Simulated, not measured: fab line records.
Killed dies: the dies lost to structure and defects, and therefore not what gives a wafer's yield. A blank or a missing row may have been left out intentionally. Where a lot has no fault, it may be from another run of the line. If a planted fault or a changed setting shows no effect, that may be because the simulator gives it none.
Matching of chambers -- flow sfq line -- SFQ_TRILAYER_I1_VIA_BARC_OPEN_VIA_ETCH_071 on rie diel-01: 4 sister chambers
The step etches BARC in O2, target depth 125 nm, time 41.7 s. 8 wafers are shown with their chamber, then 7 later ones without.

## WAFERS, EACH WITH ITS CHAMBER
wafer,chamber,drypump motor current A (A),oes product au (a.u.)
L963.6,0,4.8,0.689
L972.1,1,6.0,0.685
L972.2,3,4.8,0.686
L975.1,2,5.5,0.683
L975.4,3,4.8,0.681
L975.6,0,4.8,0.694
L979.1,2,5.5,0.680
L979.2,1,5.9,0.691

## WAFERS MISSING THEIR CHAMBER
wafer,drypump motor current A (A),oes product au (a.u.)
L979.4,4.8,0.690
L983.3,4.8,0.689
L983.5,4.8,0.681
L983.6,5.5,0.683
L984.2,4.8,0.680
L984.3,4.8,0.691
L984.6,4.8,0.678

## CHAMBER TAKEN BY EACH
wafer,from the rows above,in truth
L979.4,can't be placed: 0 or 3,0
L983.3,can't be placed: 0 or 3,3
L983.5,3,3
L983.6,2,2
L984.2,3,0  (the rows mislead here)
L984.3,0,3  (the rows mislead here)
L984.6,3,3
Placed correctly: 3 of 7. Cannot be placed on the basis of these rows: 2; the candidates contain the true chamber in 2. Placed wrongly: 2.
How it was worked out, from the rows above alone: a wafer's distance from a chamber is the root of the sum, over the readings, of the square of ((its reading less the chamber's mean) divided by the reading's scatter). The wafer belongs to the nearest chamber; if the next one is less than 2 further off, it can't be placed. Each chamber's mean is taken over the wafers shown for it. The scatter: the root of (the sum of the squares of (reading less its chamber's mean) over the shown wafers, divided by (wafers less chambers)).
